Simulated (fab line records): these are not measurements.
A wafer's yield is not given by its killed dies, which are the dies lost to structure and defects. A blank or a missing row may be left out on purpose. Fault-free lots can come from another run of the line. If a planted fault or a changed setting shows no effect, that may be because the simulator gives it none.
Matching of chambers / flow sky130 / 4 sister chambers for SKY_LI_CONTACT_CMP_02 on cmp-01
The step polishes PSG. 4 wafers are shown with their chamber, then 7 later ones without.

== WAFERS, EACH WITH ITS CHAMBER ==
wafer=L094.2; chamber=2; motorCurrentA (A)=12.2
wafer=L094.3; chamber=1; motorCurrentA (A)=14.7
wafer=L094.4; chamber=3; motorCurrentA (A)=11.5
wafer=L094.5; chamber=0; motorCurrentA (A)=10.1

== WAFERS WITHOUT THEIR CHAMBER ==
wafer=L094.6; motorCurrentA (A)=14.7
wafer=L095.1; motorCurrentA (A)=10.6
wafer=L095.3; motorCurrentA (A)=11.3
wafer=L095.4; motorCurrentA (A)=12.6
wafer=L097.1; motorCurrentA (A)=11.3
wafer=L097.4; motorCurrentA (A)=11.8
wafer=L097.5; motorCurrentA (A)=10.0

== THE CHAMBER EACH PASSED THROUGH ==
wafer=L094.6; from the rows above=1; in truth=1
wafer=L095.1; from the rows above=can't be placed: 0 or 3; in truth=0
wafer=L095.3; from the rows above=3; in truth=3
wafer=L095.4; from the rows above=2; in truth=2
wafer=L097.1; from the rows above=3; in truth=3
wafer=L097.4; from the rows above=can't be placed: 3 or 2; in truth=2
wafer=L097.5; from the rows above=0; in truth=0
5 of 7 placed correctly. Cannot be placed on the basis of these rows: 2; the candidates contain the true chamber in 2. 0 placed wrongly.
How it was worked out, from the rows above alone: a wafer's distance from a chamber is the root of the sum, over the readings, of the square of ((its reading less the chamber's mean) divided by the reading's scatter). If the next closest chamber is less than 2 further off than the closest, the wafer can't be placed; otherwise it belongs to the closest. For every chamber, the mean is computed from those of its wafers that are shown. The scatter (one wafer shown for each chamber): square how far every hidden wafer sits from the nearest shown wafer, average those squares and take the square root.
